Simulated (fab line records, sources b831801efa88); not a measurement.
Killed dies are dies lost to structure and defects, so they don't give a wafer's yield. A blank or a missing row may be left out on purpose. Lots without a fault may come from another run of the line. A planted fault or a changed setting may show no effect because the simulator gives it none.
Chamber matching | flow sfq_line | SFQ_TRILAYER_C5_ETCH_VIA_ETCH_154 on rie_diel-03: 4 sister chambers
The step etches SiO2 in CHF3, stops on Nb, target depth 84 nm. 8 wafers are shown with their chamber, then 8 later ones without.

WAFERS WITH THEIR CHAMBER
wafer  | chamber | drypump_motor_current_A (A) | oes_product_au (a.u.)
L934.4 | 0       | 5.3                         | 0.894
L937.1 | 2       | 5.7                         | 0.893
L937.4 | 3       | 6.2                         | 0.895
L937.5 | 1       | 6.4                         | 0.892
L938.1 | 0       | 5.3                         | 0.891
L938.2 | 1       | 6.3                         | 0.893
L938.4 | 3       | 6.2                         | 0.899
L939.2 | 2       | 5.7                         | 0.895

WAFERS WITHOUT THEIR CHAMBER
wafer  | drypump_motor_current_A (A) | oes_product_au (a.u.)
L939.3 | 5.3                         | 0.895
L939.5 | 5.3                         | 0.883
L941.3 | 6.2                         | 0.882
L941.4 | 5.7                         | 0.894
L941.5 | 6.4                         | 0.891
L942.3 | 6.2                         | 0.881
L942.5 | 5.3                         | 0.893
L942.6 | 6.4                         | 0.900

WHICH CHAMBER EACH WENT THROUGH
wafer  | from the rows above     | in truth
L939.3 | 0                       | 0
L939.5 | 0                       | 0
L941.3 | can't be placed: 1 or 3 | 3
L941.4 | 2                       | 2
L941.5 | 1                       | 1
L942.3 | can't be placed: 1 or 3 | 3
L942.5 | 0                       | 0
L942.6 | can't be placed: 1 or 3 | 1
Placed correctly: 5 of 8. Can't be placed from these rows: 3 (the true chamber is among the candidates in 3). Placed wrongly: 0.
How it was worked out, from the rows above alone: a wafer's distance from a chamber is the root of the sum, over the readings, of the square of ((its reading less the chamber's mean) divided by the reading's scatter). The wafer belongs to the nearest chamber; if the next one is less than 2 further off, it can't be placed. A chamber's mean is the mean of its shown wafers. The scatter: the root of (the sum of the squares of (reading less its chamber's mean) over the shown wafers, divided by (wafers less chambers)).
